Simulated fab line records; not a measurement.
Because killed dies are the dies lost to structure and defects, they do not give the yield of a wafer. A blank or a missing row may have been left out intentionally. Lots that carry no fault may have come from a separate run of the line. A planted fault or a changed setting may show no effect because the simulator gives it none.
Which tool did it?	flow sky130	Sampling: 14 lots, 42 wafers, 5 of 708 route steps

== WHAT THE GAUGES READ, wafer by wafer ==
Not one reading of a measure or inspect step in the record can be checked against a usual standard deviation.

== WHAT TOOL EACH LOT RAN ON (gives the tool, then ch and the chambers of the sampled wafers, and finally the start) ==
lot	SKY_METAL3_SPUTTER_00	SKY_CAPM_CVD_00	SKY_METAL3_ETCH_17	SKY_METAL3_METAL_ETCH_18	SKY_METAL3_STRIP_19
L758	pvdSputter-01, day 36 13:46	pecvd-02 ch 1,2, day 36 13:56	rieDiel-04 ch 1,2, day 38 18:11	rieMetal-04 ch 0,1, day 38 18:13	plasmaAsher-04 ch 0,1, day 38 18:23
L760	pvdSputter-04, day 37 05:29	pecvd-03 ch 0,2, day 37 05:38	rieDiel-01 ch 0,2,3, day 39 08:26	rieMetal-04 ch 1, day 39 08:28	plasmaAsher-03 ch 0,1, day 39 08:38
L762	pvdSputter-02, day 37 17:01	pecvd-02 ch 0,1,2, day 37 17:11	rieDiel-01 ch 0,1,3, day 39 19:35	rieMetal-04 ch 0,1, day 39 19:40	plasmaAsher-02 ch 0,1, day 39 19:49
L761	pvdSputter-02, day 37 18:26	pecvd-03 ch 0,1, day 37 18:36	rieDiel-04 ch 1,3, day 39 21:32	rieMetal-03 ch 0,1, day 39 21:34	plasmaAsher-02 ch 0,1, day 39 21:44
L764	pvdSputter-02, day 38 02:30	pecvd-01 ch 0,1,2, day 38 02:39	rieDiel-03 ch 0,2,3, day 40 05:05	rieMetal-02 ch 0,1, day 40 05:07	plasmaAsher-04 ch 0,1, day 40 05:20
L765	pvdSputter-01, day 38 14:08	pecvd-02 ch 0,1, day 38 14:18	rieDiel-01 ch 2,3, day 40 15:49	rieMetal-04 ch 0,1, day 40 15:50	plasmaAsher-03 ch 0,1, day 40 16:01
L766	pvdSputter-02, day 38 18:19	pecvd-01 ch 0,2, day 38 18:29	rieDiel-01 ch 0,1,2, day 40 21:05	rieMetal-04 ch 0,1, day 40 21:07	plasmaAsher-03 ch 0,1, day 40 21:17
L770	pvdSputter-02, day 40 05:49	pecvd-01 ch 0,1,2, day 40 05:59	rieDiel-03 ch 1,2,3, day 42 06:56	rieMetal-04 ch 0,1, day 42 06:58	plasmaAsher-02 ch 0,1, day 42 07:08
L775	pvdSputter-04, day 41 15:11	pecvd-03 ch 0,2, day 41 15:20	rieDiel-04 ch 1,2,3, day 43 14:50	rieMetal-04 ch 1, day 43 14:52	plasmaAsher-04 ch 0,1, day 43 15:02
L777	pvdSputter-04, day 42 07:14	pecvd-01 ch 0,1, day 42 07:23	rieDiel-04 ch 0,1,3, day 44 04:41	rieMetal-04 ch 0,1, day 44 04:42	plasmaAsher-03 ch 0,1, day 44 04:53
L776	pvdSputter-02, day 42 07:36	pecvd-02 ch 0,1,2, day 42 07:45	rieDiel-04 ch 1,2, day 44 06:38	rieMetal-02 ch 0,1, day 44 06:40	plasmaAsher-02 ch 0,1, day 44 06:50
L778	pvdSputter-02, day 42 09:28	pecvd-01 ch 1,2, day 42 09:37	rieDiel-04 ch 0,2,3, day 44 08:53	rieMetal-03 ch 1, day 44 08:55	plasmaAsher-02 ch 1, day 44 09:05
L779	pvdSputter-04, day 42 09:45	pecvd-02 ch 0,1,2, day 42 09:54	rieDiel-03 ch 1,3, day 44 09:14	rieMetal-04 ch 1, day 44 09:16	plasmaAsher-03 ch 0,1, day 44 09:26
L780	pvdSputter-04, day 42 19:06	pecvd-02 ch 0,2, day 42 19:15	rieDiel-01 ch 1,2,3, day 44 17:47	rieMetal-03 ch 0,1, day 44 17:49	plasmaAsher-03 ch 0,1, day 44 17:59
- SKY_METAL3_SPUTTER_00: material Ti, target thk 15 nm, time 10 s.
- SKY_CAPM_CVD_00: deposits SiO2, target thk 15.5 nm.
- SKY_METAL3_ETCH_17: etches SiO2 in C4F8/O2/Ar, stops on TiN, time 3.9 s, target depth 15 nm.
- SKY_METAL3_METAL_ETCH_18: etches the open film in Cl2/BCl3, stops on SiO2, target depth 845 nm, time 183.1 s.
- SKY_METAL3_STRIP_19: strips in O2/N2.

== AS READ BY THE TOOLS THEMSELVES (means over the sampled wafers that have a number; for cases with no such wafer, the mark the record gives instead) ==
SKY_METAL3_SPUTTER_00. Usual: throttleValvePct reads 29.9 % (standard deviation 0.79).
lot	tool	throttleValvePct (%)	flag
L758	pvdSputter-01	30.1	
L760	pvdSputter-04	30.3	
L762	pvdSputter-02	29.5	
L761	pvdSputter-02	29.4	
L764	pvdSputter-02	29.4	
L765	pvdSputter-01	29.0	
L766	pvdSputter-02	29.5	
L770	pvdSputter-02	28.8	
L775	pvdSputter-04	30.3	
L777	pvdSputter-04	30.2	
L776	pvdSputter-02	29.6	
L778	pvdSputter-02	29.7	
L779	pvdSputter-04	30.3	
L780	pvdSputter-04	29.7	

SKY_CAPM_CVD_00. Usual: heaterPowerW reads 765 W (standard deviation 130).
lot	tool	heaterPowerW (W)	flag
L758	pecvd-02	712	
L760	pecvd-03	894	
L762	pecvd-02	708	
L761	pecvd-03	728	
L764	pecvd-01	759	
L765	pecvd-02	668	
L766	pecvd-01	706	
L770	pecvd-01	772	
L775	pecvd-03	903	
L777	pecvd-01	814	
L776	pecvd-02	679	
L778	pecvd-01	782	
L779	pecvd-02	703	
L780	pecvd-02	716	

SKY_METAL3_ETCH_17. Usual: biasW 1200 W, standard deviation 3.4; chamberPressureMTorr 40.01 mTorr, standard deviation 0.039; oesProductAu 0.754 a.u., standard deviation 0.0065.
lot	tool	biasW (W)	chamberPressureMTorr (mTorr)	oesProductAu (a.u.)	flag
L758	rieDiel-04	1202	39.99	0.760	
L760	rieDiel-01	1199	40.03	0.749	
L762	rieDiel-01	1204	40.01	0.756	
L761	rieDiel-04	1201	40.02	0.748	
L764	rieDiel-03	1199	39.98	0.755	
L765	rieDiel-01	1200	40.00	0.750	
L766	rieDiel-01	1203	40.01	0.758	
L770	rieDiel-03	1200	40.03	0.745	
L775	rieDiel-04	1198	39.96	0.750	
L777	rieDiel-04	1201	39.99	0.758	
L776	rieDiel-04	1202	40.03	0.761	
L778	rieDiel-04	1201	40.02	0.757	
L779	rieDiel-03	1202	39.98	0.752	
L780	rieDiel-01	1198	40.00	0.761	

SKY_METAL3_METAL_ETCH_18. Usual: bcl3FlowSccm 29.99 sccm, standard deviation 0.098; biasW 48.52 W, standard deviation 0.16; drypumpMotorCurrentA 6.0 A, standard deviation 0.35; oesProductAu 0.866 a.u., standard deviation 0.0059; throttleValvePct 22.264 %, standard deviation 0.0092.
lot	tool	bcl3FlowSccm (sccm)	biasW (W)	drypumpMotorCurrentA (A)	oesProductAu (a.u.)	throttleValvePct (%)	flag
L758	rieMetal-04	30.05	48.32	6.1	0.870	22.258	
L760	rieMetal-04	29.93	48.51	6.0	0.865	22.267	
L762	rieMetal-04	30.05	48.57	6.1	0.869	22.265	
L761	rieMetal-03	30.05	48.68	5.8	0.870	22.270	
L764	rieMetal-02	29.96	48.58	6.1	0.868	22.263	
L765	rieMetal-04	-	-	-	-	-	OFF
L766	rieMetal-04	-	-	-	-	-	OFF
L770	rieMetal-04	29.90	48.45	6.3	0.863	22.261	
L775	rieMetal-04	30.01	48.52	6.0	0.862	22.261	
L777	rieMetal-04	30.03	48.46	6.1	0.865	22.257	
L776	rieMetal-02	30.08	48.47	6.1	0.875	22.265	
L778	rieMetal-03	30.01	48.49	5.9	0.875	22.275	
L779	rieMetal-04	29.99	48.53	6.0	0.862	22.259	
L780	rieMetal-03	30.05	48.48	5.6	0.869	22.254	

SKY_METAL3_STRIP_19. Usual: drypumpMotorCurrentA 5.80 A, standard deviation 0.23; oesProductAu 0.501 a.u., standard deviation 0.005; stripTimeToEndpointS 6.49 s, standard deviation 0.071.
lot	tool	drypumpMotorCurrentA (A)	oesProductAu (a.u.)	stripTimeToEndpointS (s)	flag
L758	plasmaAsher-04	5.52	0.496	6.43	
L760	plasmaAsher-03	5.77	0.501	6.48	
L762	plasmaAsher-02	5.85	0.502	6.56	
L761	plasmaAsher-02	5.90	0.496	6.39	
L764	plasmaAsher-04	5.52	0.501	6.52	
L765	plasmaAsher-03	5.78	0.713	11.84	OFF
L766	plasmaAsher-03	5.76	0.715	11.86	OFF
L770	plasmaAsher-02	5.98	0.504	6.53	
L775	plasmaAsher-04	5.53	0.503	6.46	
L777	plasmaAsher-03	5.75	0.501	6.53	
L776	plasmaAsher-02	5.98	0.506	6.59	
L778	plasmaAsher-02	6.08	0.503	6.56	
L779	plasmaAsher-03	5.76	0.502	6.49	
L780	plasmaAsher-03	5.76	0.501	6.51	

== THE ANSWER, worked out from the rows above alone ==
Rule: a lot counts as off when the mean over its wafers that have a number is more than 3 standard deviations away from the usual mean. Also off: a lot with no number at a reading for which 4 or more lots have one. Where the step has rows for the other lots, those lots are counted as sound. Order of review: gauges by route order, followed by the tools' own readings, for which a lot's mean as printed above is used. The first step at which some lot is off is used, and at that step the reading that is off furthest; a lot without a number counts as furthest.
Off at SKY_METAL3_METAL_ETCH_18 (bcl3FlowSccm): L765, L766. Without a number there: L765, L766.
If a tool, at that step or one of the process steps before it, ran each lot that is off and ran no sound lot following the first of them, it fits. Of those tried, none fits.

== WHAT THE SIMULATOR HAD INSERTED ==
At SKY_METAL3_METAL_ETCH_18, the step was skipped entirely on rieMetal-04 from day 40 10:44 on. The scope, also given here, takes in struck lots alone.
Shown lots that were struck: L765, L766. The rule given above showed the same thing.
